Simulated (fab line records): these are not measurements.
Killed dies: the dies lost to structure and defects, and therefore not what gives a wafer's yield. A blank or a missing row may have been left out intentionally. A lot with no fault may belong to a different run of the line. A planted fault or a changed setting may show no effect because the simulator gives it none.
Chamber matching / flow sky130 / rie_diel-03 running SKY_VIA4_ETCH_12: 4 sister chambers
The step etches SiO2 in C4F8/O2/Ar, stops on TiN, target depth 580 nm. 4 wafers are shown with their chamber, then 9 later ones without.

WAFERS WITH THEIR CHAMBER
wafer=L087.1; chamber=3; oes_product_au (a.u.)=0.922
wafer=L093.2; chamber=2; oes_product_au (a.u.)=0.928
wafer=L093.3; chamber=1; oes_product_au (a.u.)=0.927
wafer=L093.4; chamber=0; oes_product_au (a.u.)=0.922

WAFERS WITH NO CHAMBER GIVEN
wafer=L094.1; oes_product_au (a.u.)=0.932
wafer=L094.3; oes_product_au (a.u.)=0.934
wafer=L094.6; oes_product_au (a.u.)=0.922
wafer=L095.1; oes_product_au (a.u.)=0.927
wafer=L095.4; oes_product_au (a.u.)=0.936
wafer=L095.5; oes_product_au (a.u.)=0.927
wafer=L097.3; oes_product_au (a.u.)=0.922
wafer=L097.4; oes_product_au (a.u.)=0.923
wafer=L097.5; oes_product_au (a.u.)=0.925

WHICH CHAMBER EACH ONE RAN IN
wafer=L094.1; from the rows above=can't be placed: 2 or 1 or 0 or 3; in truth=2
wafer=L094.3; from the rows above=can't be placed: 2 or 1 or 0 or 3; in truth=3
wafer=L094.6; from the rows above=can't be placed: 0 or 3 or 1 or 2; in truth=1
wafer=L095.1; from the rows above=can't be placed: 1 or 2 or 0 or 3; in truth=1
wafer=L095.4; from the rows above=can't be placed: 2 or 1 or 0 or 3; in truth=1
wafer=L095.5; from the rows above=can't be placed: 1 or 2 or 0 or 3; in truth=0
wafer=L097.3; from the rows above=can't be placed: 0 or 3 or 1 or 2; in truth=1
wafer=L097.4; from the rows above=can't be placed: 0 or 3 or 1 or 2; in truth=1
wafer=L097.5; from the rows above=can't be placed: 1 or 0 or 2 or 3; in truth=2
Correctly placed: 0 of 9. Can't be placed from these rows: 9 (the true chamber is among the candidates in 9). Number placed wrongly: 0.
How it was worked out, from the rows above alone: a wafer's distance from a chamber is the root of the sum, over the readings, of the square of ((its reading less the chamber's mean) divided by the reading's scatter). The wafer belongs to the nearest chamber; if the next one is less than 2 further off, it can't be placed. For every chamber, the mean is computed from those of its wafers that are shown. The scatter (one wafer shown for each chamber): square how far every hidden wafer sits from the nearest shown wafer, average those squares and take the square root.
